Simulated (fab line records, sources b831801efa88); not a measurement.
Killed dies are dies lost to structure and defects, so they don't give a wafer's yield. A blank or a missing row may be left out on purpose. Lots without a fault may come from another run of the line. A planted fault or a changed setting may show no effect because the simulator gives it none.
A struck lot beside a sound one | flow sky130 | 14 steps out of a route of 708
Sound: wafers L712.1, L712.2, L712.3. Struck: wafers L727.1, L727.5, L727.6. The cause comes at the end.
At each step with rows: each side's tool, then ch and its chambers, then its first start. Under that, the readings that differ: sound wafers | struck wafers | difference of the means | sigmas: that difference in standard deviations of wafers without a fault.
alike: readings whose means differ by less than 2 such deviations, and words and numbers that are the same on both sides. not compared: withheld readings, readings that some wafer has no value for, bounds like >300 that may hide the same value, and numbers for which the record gives no deviation and whose values overlap.
The two part at a step that has a row with sigmas, a row that says differs or no value, or rows on one side only. Numbers that don't overlap but have no deviation are shown without sigmas and don't part them. A reading that every wafer of one side lacks parts them only if that side has two wafers or more.

SKY_METAL5_STRIP_16: strips in O2/N2.
  sound on plasma_asher-02 ch 0,1, day 44 05:48; struck on plasma_asher-03 ch 0,1, day 48 09:34
  reading                      | sound             | struck            | difference | sigmas
  strip_time_to_endpoint_s (s) | 12.63 12.62 12.63 | 12.82 12.82 12.79 | +0.18      | +3
  alike: drypump_motor_current_A, oes_product_au
  not compared: rf_hours_counter_h
then, 3 steps without rows for these wafers: SKY_METAL5_STRIP_17 (strips in post etch residue remover, time 1200 s); SKY_METAL5_CLEAN_18 (cleans in IPA, time 180 s); SKY_METAL5_CLEAN_19 (cleans in O3/DIW).
SKY_PASSIVATION_CVD_00: deposits SiO2, target thk 90 nm.
  sound on pecvd-01 ch 0,1,2, day 44 06:27; struck on pecvd-01 ch 0,2, day 48 10:18
  alike: heater_power_w
SKY_PASSIVATION_THK_MEAS_01:
  sound on film_metro-02, day 44 06:28; struck on film_metro-01, day 48 10:20
  alike: PASSIVATION_CVD_00_THK
SKY_PASSIVATION_CVD_02: deposits Si3N4, target thk 540 nm.
  sound on pecvd-02 ch 0,1,2, day 44 06:32; struck on pecvd-04 ch 0,1,2, day 48 10:23
  alike: heater_power_w
SKY_PASSIVATION_THK_MEAS_03:
  sound on film_metro-02, day 44 06:45; struck on film_metro-01, day 48 10:37
  alike: PASSIVATION_CVD_02_THK
then, 4 steps without rows for these wafers: SKY_PASSIVATION_DEHYDRATE_04 (time 60 s); SKY_PASSIVATION_HMDS_05 (prime time 60 s); SKY_PASSIVATION_COAT_06 (resist thk 3000 nm); SKY_PASSIVATION_SOFTBAKE_07.
SKY_PASSIVATION_EXPOSE_08: exposes mask NSM, target cd 3000 nm.
  sound on iline_stepper-01 ch 0, day 44 18:47; struck on iline_stepper-01, day 48 19:13
  no value came back on the struck wafers for exposure_dose_mJ_cm2, focus_offset_nm (nm), na; on the sound wafers exposure_dose_mJ_cm2 reads 260.12 259.77 260.25
  alike: mask
then, 1 step without rows for these wafers: SKY_PASSIVATION_PEB_09.

WHERE THEY PART
First at SKY_METAL5_STRIP_16; last, within this record, at SKY_PASSIVATION_EXPOSE_08.

WHY: what the simulator had put in
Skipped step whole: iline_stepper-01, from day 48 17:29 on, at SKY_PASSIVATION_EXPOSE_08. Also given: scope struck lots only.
